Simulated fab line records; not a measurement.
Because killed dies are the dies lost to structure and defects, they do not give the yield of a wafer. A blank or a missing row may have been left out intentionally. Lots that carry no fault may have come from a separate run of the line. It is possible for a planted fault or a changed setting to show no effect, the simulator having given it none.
A struck lot beside a sound one -- flow sky130 -- 14 steps out of a route of 708
Sound: these wafers, L787.1, L787.3, L787.5. The struck wafers were L799.1, L799.2, L799.3. At the end, the cause is stated.
Per side, at each step with rows, come the tool, then ch with its chambers, and then its first start. Under that, the readings that differ: sound wafers -- struck wafers -- difference of the means -- sigmas: that difference in standard deviations of wafers without a fault.
alike: same words and numbers on both sides, and readings whose means sit less than 2 such deviations apart. not compared: any withheld reading, any reading some wafer has no value for, any bound like >300 that may hide the same value, and any number with overlapping values for which the record gives no deviation.
The two part at a step that has a row with sigmas, a row that says differs or no value, or rows on one side only. Non-overlapping numbers with no deviation appear without sigmas and do not part them. Lack of a reading on every wafer of one side parts them only where that side has two or more wafers.

first, 7 steps without rows for these wafers: SKY_METAL2_HMDS_08 (prime time 60 s); SKY_METAL2_COAT_09 (resist thk 60 nm); SKY_METAL2_COAT_10 (resist thk 450 nm); SKY_METAL2_SOFTBAKE_11 (time 90 s); SKY_METAL2_EXPOSE_12 (exposes mask MM2, target cd 140 nm); SKY_METAL2_PEB_13; SKY_METAL2_DEVELOP_14 (develop time 60 s).
SKY_METAL2_CD_MEAS_15: the cd target is 140 nm.
  struck on cd_sem-02, day 40 21:11; sound on cd_sem-01, day 37 01:29
  alike: cd_nm
SKY_METAL2_OVL_MEAS_16:
  struck on overlay-02, day 40 21:18; sound on overlay-02, day 37 01:36
  alike: METAL2_OVL
SKY_METAL2_DESCUM_17: chemistry O2, time 8 s.
  sound on rie_metal-01 ch 1, day 37 01:38; struck on rie_metal-02 ch 0,1, day 40 21:20
  alike: drypump_motor_current_A, oes_product_au
  not compared: rf_hours_counter_h
SKY_METAL2_ETCH_18: etches BARC in N2/H2, stops on SiO2, time 45.9 s, target depth 60 nm.
  sound on rie_metal-01 ch 1, day 37 01:40; struck on rie_metal-02 ch 0,1, day 40 21:22
  alike: drypump_motor_current_A, n2_flow_sccm, oes_product_au, throttle_valve_pct
  not compared: rf_hours_counter_h
SKY_METAL2_METAL_ETCH_19: etches the open film in Cl2/BCl3, stops on SiO2, target depth 360 nm, time 78 s.
  sound on rie_metal-01 ch 1, day 37 01:44; struck on rie_metal-02 ch 0,1, day 40 21:26
  alike: drypump_motor_current_A, oes_product_au, throttle_valve_pct
  not compared: rf_hours_counter_h
SKY_METAL2_STRIP_20: strips in O2/N2.
  sound on plasma_asher-01 ch 0,1, day 37 01:49; struck on plasma_asher-03 ch 0,1, day 40 21:31
  no value came back on the struck wafers for any of 6 readings (chamber_pressure_mTorr (mTorr), drypump_motor_current_A (A) and others); on the sound wafers chamber_pressure_mTorr (mTorr) reads 1500.7 1500.9 1501.7
reading,sound,struck,difference,sigmas
model.KrF-thick_of_METAL2_COAT_10.thk_nm (nm),0 0 0,161.6 159.4 159.2,+160.1,
  not compared: rf_hours_counter_h
then, 1 step without rows for these wafers: SKY_METAL2_STRIP_21 (strips in post etch residue remover, time 1200 s).

WHERE THEY PART
Only at SKY_METAL2_STRIP_20, within this record.

WHY: whatever the simulator had introduced
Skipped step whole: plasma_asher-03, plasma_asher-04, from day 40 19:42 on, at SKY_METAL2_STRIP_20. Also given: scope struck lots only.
